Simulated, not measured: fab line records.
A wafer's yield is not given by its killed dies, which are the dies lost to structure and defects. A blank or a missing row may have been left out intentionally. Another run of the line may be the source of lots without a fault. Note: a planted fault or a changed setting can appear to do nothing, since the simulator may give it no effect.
A struck lot beside a sound one | flow sky130 | 16 out of 708 route steps
Sound: wafers L127.1, L127.2, L127.3. Struck: wafer L138.1 (left out: L138.3, L138.6 of the same lot, which were not struck); the cause appears at the end.
Per side, at each step with rows, come the tool, then ch with its chambers, and then its first start. Under that, the readings that differ: sound wafers | struck wafers | difference of the means | sigmas: that difference in standard deviations of wafers without a fault.
alike: readings with means less than 2 such deviations apart, plus words and numbers identical on both sides. not compared: withheld readings, readings lacking a value on some wafer, bounds such as >300 that could conceal the same value, and numbers that have no deviation in the record and whose values overlap.
A row with sigmas, a row that says differs or no value, or rows on one side alone: a step with any of these is where the two part. Numbers that have no deviation but don't overlap get no sigmas and don't part them. Lack of a reading on every wafer of one side parts them only where that side has two or more wafers.

first, 3 steps without rows for these wafers: SKY_METAL2_EXPOSE_12 (exposes mask MM2, target cd 140 nm); SKY_METAL2_PEB_13; SKY_METAL2_DEVELOP_14 (develop time 60 s).
SKY_METAL2_CD_MEAS_15: target cd 140 nm.
  struck on cd-sem-01, day 39 12:40; sound on cd-sem-01, day 35 18:01
  alike: cd-nm
SKY_METAL2_OVL_MEAS_16:
  struck on overlay-02, day 39 12:47; sound on overlay-01, day 35 18:08
  alike: METAL2_OVL
SKY_METAL2_DESCUM_17: chemistry O2, time 8 s.
  sound on rie-metal-03 ch 0,1, day 35 18:11; struck on rie-metal-02 ch 1, day 39 12:49
  reading               | sound             | struck | difference | sigmas
  oes-product-au (a.u.) | 0.997 0.977 0.989 | 1.014  | +0.026     | +2
  alike: drypump-motor-current-A
  not compared: rf-hours-counter-h
SKY_METAL2_ETCH_18: etches BARC in N2/H2, stops on SiO2, time 45.9 s, target depth 60 nm.
  sound on rie-metal-03 ch 0,1, day 35 18:13; struck on rie-metal-02 ch 1, day 39 12:53
  alike: drypump-motor-current-A, oes-product-au, throttle-valve-pct
  not compared: rf-hours-counter-h
SKY_METAL2_METAL_ETCH_19: etches the open film in Cl2/BCl3, stops on SiO2, target depth 360 nm, time 78 s.
  sound on rie-metal-03 ch 0,1, day 35 18:16; struck on rie-metal-02 ch 1, day 39 13:01
  alike: drypump-motor-current-A, oes-product-au, throttle-valve-pct
  not compared: rf-hours-counter-h
SKY_METAL2_STRIP_20: strips in O2/N2.
  sound on plasma-asher-02 ch 0,1, day 35 18:22; struck on plasma-asher-04 ch 0, day 39 13:11
  reading                      | sound          | struck | difference | sigmas
  strip-time-to-endpoint-s (s) | 2.70 2.78 2.76 | 2.63   | -0.12      | -2
  alike: drypump-motor-current-A, oes-product-au
  not compared: rf-hours-counter-h
then, 3 steps without rows for these wafers: SKY_METAL2_STRIP_21 (strips in post etch residue remover, time 1200 s); SKY_METAL2_CLEAN_22 (cleans in IPA, time 180 s); SKY_METAL2_CLEAN_23 (cleans in O3/DIW).
SKY_VIA2_HDPCVD_00: deposits SiO2, target thk 1180 nm, time 196.7 s.
  sound on hdpcvd-02 ch 0,1,2, day 35 18:58; struck on hdpcvd-02 ch 0, day 39 13:47
  reading                                  | sound          | struck | difference | sigmas
  model.SiO2_of_VIA2_HDPCVD_00.thk-nm (nm) | 1176 1201 1200 | 1536   | +344       |
  alike: susceptor-temp-C
SKY_VIA2_THK_MEAS_01:
  struck on film-metro-02, day 39 13:55; sound on film-metro-01, day 35 19:05
  reading              | sound          | struck | difference | sigmas
  VIA2_HDPCVD_THK (nm) | 1177 1202 1200 | 1536   | +343       | +23
SKY_VIA2_CMP_02: polishes SiO2.
  sound on cmp-01 ch 0,2,3, day 35 19:08; struck on cmp-02 ch 1, day 39 14:05
  alike: motor-current-A
following that, these wafers have no rows for 1 step: SKY_PAD_OPEN_PROBE_99.

WHERE THEY PART
At SKY_METAL2_DESCUM_17 first; at SKY_VIA2_THK_MEAS_01 last (within this record only). Later steps at which nothing parts them and some readings are alike: SKY_VIA2_CMP_02.

WHY: what had been put in by the simulator
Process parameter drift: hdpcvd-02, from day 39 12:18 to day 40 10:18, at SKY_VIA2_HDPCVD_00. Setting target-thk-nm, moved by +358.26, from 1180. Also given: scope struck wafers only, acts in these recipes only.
